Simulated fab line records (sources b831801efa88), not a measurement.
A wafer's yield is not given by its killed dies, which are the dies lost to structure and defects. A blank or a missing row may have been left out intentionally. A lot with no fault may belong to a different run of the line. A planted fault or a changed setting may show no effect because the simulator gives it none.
Which tool did it? ; flow gf180mcu ; 14 lots with 42 wafers sampled at 2 steps, on a route of 602 steps

## WHAT EACH GAUGE READ, for each wafer
GF_M5_CD_MEAS_07: the cd target is 280 nm.
lot;measured;on;cd nm (nm)
L574;day 26 07:04;cd sem-02;280.1 279.7 279.6
L575;day 26 15:49;cd sem-01;279.5 278.6 278.3
L576;day 27 00:54;cd sem-01;278.9 277.1 279.0
L578;day 27 16:21;cd sem-02;279.5 280.5 280.3
L579;day 28 01:53;cd sem-02;281.8 280.9 281.8
L580;day 28 08:25;cd sem-02;280.4 280.4 280.3
L581;day 28 23:26;cd sem-01;279.8 279.9 280.3
L586;day 30 06:05;cd sem-02;280.0 280.9 280.3
L589;day 30 21:37;cd sem-01;278.0 278.2 278.3
L590;day 31 03:52;cd sem-01;279.0 278.5 278.5
L591;day 31 11:57;cd sem-02;279.4 278.1 278.2
L593;day 31 22:05;cd sem-02;279.3 278.9 278.3
L594;day 32 07:12;cd sem-02;280.1 279.3 279.0
L597;day 32 22:01;cd sem-01;279.8 280.0 279.8

## TOOL THAT RAN EACH LOT (tool first, then ch and the chambers of the sampled wafers, then the start)
lot;GF_VT_IMPLANT_CLEAN_44
L574;wet bench-02 ch 0, day 7 12:04
L575;wet bench-02 ch 2, day 7 18:21
L576;wet bench-02 ch 0, day 8 04:56
L578;wet bench-01 ch 3, day 8 15:48
L579;wet bench-04 ch 3, day 8 21:59
L580;wet bench-02 ch 0, day 9 08:48
L581;wet bench-02 ch 3, day 9 12:41
L586;wet bench-04 ch 2, day 10 20:38
L589;wet bench-04 ch 0, day 11 16:21
L590;wet bench-02 ch 3, day 12 01:24
L591;wet bench-02 ch 0, day 12 07:04
L593;wet bench-01 ch 0, day 12 20:47
L594;wet bench-01 ch 1, day 13 05:58
L597;wet bench-04 ch 1, day 13 22:53
- GF_VT_IMPLANT_CLEAN_44: cleans in SC1/SC2, time 150 s.

## WHAT THE TOOLS THEMSELVES READ (means of the sampled wafers that have a number; where no wafer has one, the mark that the record gives instead)
The record holds no such reading with a usual standard deviation.

## THE ANSWER, worked out from the rows above alone
Rule: the usual values come from the lots themselves. The widest of any qualifying gaps counts: lots, ordered by their means at a reading, are off when they make up no more than a third of the lots, leave a main group of 4 or more, and stand apart from it by 3 or more times the standard deviation of that group's means. A main group whose means are all the same, to the digits that the tables above print for the reading, isn't used. A lot without any number at a reading at which 4 lots or more have one is off too. Any other lot the step has rows for is counted as sound. After the gauges, taken in route order, come the tools' own readings; for these a lot's mean is taken, as printed above. At the first step where some lot is off, the reading lying furthest off is the one used; lots without a number count as furthest.
Across all readings shown, no lot is off: no conclusion can be drawn from this.

## WHAT HAD BEEN PUT IN BY THE SIMULATOR
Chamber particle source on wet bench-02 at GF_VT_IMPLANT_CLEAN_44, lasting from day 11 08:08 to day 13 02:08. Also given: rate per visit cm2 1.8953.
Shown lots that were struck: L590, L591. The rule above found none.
